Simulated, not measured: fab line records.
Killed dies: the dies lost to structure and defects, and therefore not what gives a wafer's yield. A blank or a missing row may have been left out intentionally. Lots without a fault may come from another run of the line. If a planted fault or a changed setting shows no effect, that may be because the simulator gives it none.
What tool caused it? | flow sky130 | Sampling: 24 lots, 72 wafers, 3 of 708 route steps

WHAT THE GAUGES READ, wafer by wafer
SKY_FIELD_ISO_BOW_MEAS_00. Usual: INCOMING_BOW 0 um, standard deviation 5.9.
lot  | measured    | on            | INCOMING_BOW (um) | flag
L074 | day 1 10:00 | film-metro-03 | 4 -1 -8           |
L075 | day 1 15:01 | film-metro-04 | -3 -4 -1          |
L076 | day 1 20:01 | film-metro-01 | 9 12 1            |
L077 | day 2 01:02 | film-metro-01 | -1 -2 5           |
L078 | day 2 06:04 | film-metro-04 | -2 -1 -1          |
L079 | day 2 11:01 | film-metro-01 | -7 1 7            |
L080 | day 2 16:00 | film-metro-01 | 0 5 -3            |
L081 | day 2 21:00 | film-metro-04 | -6 3 -2           |
L082 | day 3 02:02 | film-metro-03 | 13 -2 1           |
L083 | day 3 07:02 | film-metro-03 | -2 3 2            |
L084 | day 3 12:02 | film-metro-01 | 4 -4 -10          |
L085 | day 3 17:00 | film-metro-01 | 3 9 4             |
L086 | day 3 22:00 | film-metro-01 | 2 -20 -3          |
L087 | day 4 03:01 | film-metro-01 | -7 -5 -10         |
L088 | day 4 08:00 | film-metro-01 | -12 -3 1          |
L089 | day 4 13:00 | film-metro-03 | -2 1 1            |
L090 | day 4 18:00 | film-metro-03 | -4 14 -6          |
L091 | day 4 23:00 | film-metro-01 | 2 5 3             |
L092 | day 5 04:00 | film-metro-04 | 0 17 -1           |
L093 | day 5 09:00 | film-metro-01 | -1 -2 4           |
L094 | day 5 14:00 | film-metro-03 | -7 -1 -2          |
L095 | day 5 19:00 | film-metro-03 | -4 -5 2           |
L096 | day 6 00:00 | film-metro-03 | 2 -4 11           |
L097 | day 6 05:00 | film-metro-04 | 5 -4 -7           |

SKY_LDD_HVP_OVL_MEAS_07. Usual: LDD_HVP_OVL 1.0 nm, standard deviation 1.5.
lot  | measured     | on         | LDD_HVP_OVL (nm) | flag
L074 | day 21 01:42 | overlay-01 | 1.7 0.2 0.6      |
L075 | day 21 09:37 | overlay-01 | 1.8 3.8 1.9      |
L076 | day 21 22:25 | overlay-01 | 0.5 0.9 0.7      |
L077 | day 23 20:22 | overlay-01 | 1.9 2.5 1.0      |
L078 | day 24 13:11 | overlay-01 | 0.3 1.7 0.6      |
L079 | day 24 09:04 | overlay-01 | 0.0 0.7 -2.1     |
L080 | day 24 16:31 | overlay-02 | 2.5 0.7 1.6      |
L081 | day 25 01:25 | overlay-01 | 1.6 0.9 1.8      |
L082 | day 25 06:20 | overlay-01 | 2.8 2.0 2.3      |
L083 | day 25 10:38 | overlay-01 | 2.0 2.9 2.3      |
L084 | day 25 08:55 | overlay-01 | 1.0 -0.1 0.5     |
L085 | day 26 07:53 | overlay-01 | 0.2 0.7 -1.1     |
L086 | day 26 03:28 | overlay-02 | 0.1 -1.6 -2.1    |
L087 | day 26 12:16 | overlay-02 | 3.0 1.2 0.9      |
L088 | day 26 18:59 | overlay-01 | 2.5 2.4 1.7      |
L089 | day 27 02:35 | overlay-01 | 3.5 4.3 1.8      |
L090 | day 27 07:44 | overlay-01 | 2.3 0.1 1.6      |
L091 | day 27 13:50 | overlay-01 | -0.5 0.1 -0.1    |
L092 | day 27 21:26 | overlay-01 | 1.8 1.4 0.7      |
L093 | day 28 05:02 | overlay-01 | 1.5 2.4 2.9      |
L094 | day 28 19:22 | overlay-01 | -0.7 -1.2 -0.4   |
L095 | day 29 02:43 | overlay-01 | 1.1 2.3 -0.2     |
L096 | day 29 05:02 | overlay-02 | -1.5 -1.4 -0.8   |
L097 | day 29 15:16 | overlay-01 | 3.6 2.1 -0.1     |

SKY_VIA3_THK_MEAS_01. Usual: VIA3_HDPCVD_THK 1632 nm, standard deviation 14.
lot  | measured     | on            | VIA3_HDPCVD_THK (nm) | flag
L074 | day 38 07:03 | film-metro-01 | 1637 1629 1623       |
L075 | day 38 09:07 | film-metro-02 | 1622 1634 1651       |
L076 | day 38 22:51 | film-metro-01 | 1641 1611 1644       |
L077 | day 40 13:22 | film-metro-02 | 1640 1649 1663       |
L078 | day 41 00:01 | film-metro-01 | 1637 1637 1625       |
L079 | day 40 21:19 | film-metro-01 | 1641 1623 1628       |
L080 | day 41 04:51 | film-metro-02 | 1623 1633 1617       |
L081 | day 41 10:44 | film-metro-04 | 1638 1636 1631       |
L082 | day 41 14:50 | film-metro-02 | 1619 1646 1618       |
L083 | day 41 20:12 | film-metro-02 | 1637 1649 1662       |
L084 | day 41 19:15 | film-metro-02 | 1637 1640 1637       |
L085 | day 42 10:41 | film-metro-02 | 1638 1632 1637       |
L086 | day 42 07:46 | film-metro-01 | 1639 1666 1641       |
L087 | day 42 13:39 | film-metro-01 | 1634 1638 1615       |
L088 | day 42 21:38 | film-metro-02 | 1629 1607 1609       |
L089 | day 43 00:49 | film-metro-04 | 1604 1623 1624       |
L090 | day 43 08:52 | film-metro-04 | 1640 1615 1630       |
L091 | day 43 10:01 | film-metro-01 | 1627 1630 1622       |
L092 | day 43 17:31 | film-metro-02 | 1624 1642 1623       |
L093 | day 43 22:25 | film-metro-01 | 1637 1640 1643       |
L094 | day 44 10:52 | film-metro-02 | 1646 1617 1606       |
L095 | day 44 16:28 | film-metro-04 | 1637 1638 1630       |
L096 | day 44 18:17 | film-metro-04 | 1632 1632 1623       |
L097 | day 45 00:19 | film-metro-02 | 1619 1603 1638       |

WHICH TOOL RAN EACH LOT (tool, then ch and the chambers of the sampled wafers, then the start)
No process step before these readings appears in the record.

WHAT THE TOOLS THEMSELVES READ (means of the sampled wafers that have a number; where no wafer has one, the mark that the record gives instead)
The record holds no such reading with a usual standard deviation.

THE ANSWER, worked out from the rows above alone
Rule: a lot counts as off when the mean over its wafers that have a number is more than 3 standard deviations away from the usual mean. A lot without any number at a reading at which 4 lots or more have one is off too. The other lots that the step has rows for count as sound. The gauges are gone through in route order, then the tools' own readings, and for those a lot's mean is taken as printed above. The first step at which some lot is off is used, and at that step the reading that is off furthest; a lot without a number counts as furthest.
Nothing can be told from this: no lot is off at any reading shown.

WHAT WAS PUT IN BY THE SIMULATOR
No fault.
